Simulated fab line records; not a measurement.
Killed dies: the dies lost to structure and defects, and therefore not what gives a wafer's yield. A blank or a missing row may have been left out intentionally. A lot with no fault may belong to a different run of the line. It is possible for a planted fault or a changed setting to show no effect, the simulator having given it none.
One fault seen from 2 desks    flow gf180mcu    numbers are kept per desk, each desk with only its own; the story behind them comes last

## AT THE METROLOGY DESK
What the gauges read, lot by lot, whatever tool the lot ran on: means of the sampled wafers that have a number. The brackets show how far a lot's mean lies from the usual mean; more than 4 standard deviations puts the lot out of limits, marked OUT.
Columns: A = cd nm at GF_SAB_CD_MEAS_09, usual 420.0 nm; B = SAB_OVL at GF_SAB_OVL_MEAS_10, usual -0.4 nm; C = SALICIDE_TIN_RS at GF_SALICIDE_RS_MEAS_04, usual 16.44 ohm/sq; D = SALICIDE_TIN_THK at GF_SALICIDE_THK_MEAS_05, usual 19.76 nm
lot   first seen here  A      B     C      D
L573  day 17 09:34     418.7  -1.9  16.93  19.65
L574  day 17 17:12     420.0  1.4   16.57  19.95
L575  day 18 07:41     419.3  0.1   16.63  19.86
L577  day 19 00:28     420.6  -1.1  16.04  19.53
L587  day 23 06:47     417.1  -0.8  16.83  19.78
L589  day 23 22:07     421.6  -0.7  16.27  19.79
Result from this desk: across the 6 lots, nothing is out of limits.

## THE TOOL OWNER'S DESK: rtp anneal-01
At GF_SALICIDE_RTA_06 (time 30 s), the tool's own readings, given per lot that ran on this tool as the mean of the sampled wafers with a number. The brackets show how far a lot's mean lies from the usual mean; more than 4 standard deviations puts the lot out of limits, marked OUT.
Columns: A = anneal temp c max at GF_SALICIDE_RTA_06, usual 532.5; B = chamber o2 ppm at GF_SALICIDE_RTA_06, usual 1.996; C = lamp power pct at GF_SALICIDE_RTA_06, usual 6.0 %; D = wafer_temp_C_max at GF_SALICIDE_RTA_06, usual 533.7
lot   first seen here  A      B                          C    D
L573  day 17 10:18     531.5  2.020                      6.9  533.5
L574  day 17 17:56     531.7  1.990                      6.8  532.8
L575  day 18 08:26     531.6  302.000 (+99 or more) OUT  6.8  533.4
L577  day 19 01:12     531.5  301.963 (+99 or more) OUT  6.9  532.9
L587  day 23 07:31     532.6  1.985                      6.8  533.4
This desk finds L575, L577 out of limits, L575 being first, at day 18 08:26 (chamber o2 ppm at GF_SALICIDE_RTA_06). L573, L574, L587: within limits.

## TAKEN TOGETHER
An alarm could have come from the tool owner's desk at day 18 08:26, on L575, L577.
At the metrology desk, nothing out of limits was observed.
The metrology desk holds a record of L575, L577, inside its limits.
On rtp anneal-01, each named lot ran GF_SALICIDE_RTA_06.

## WHAT THE SIMULATOR HAD INSERTED
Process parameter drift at GF_SALICIDE_RTA_06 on rtp anneal-01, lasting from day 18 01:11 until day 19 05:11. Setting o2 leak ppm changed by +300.
Lots struck among those shown: L575, L577.
Time in hours from fault onset to the first out-of-limits reading at each desk: the tool owner's desk, 7.
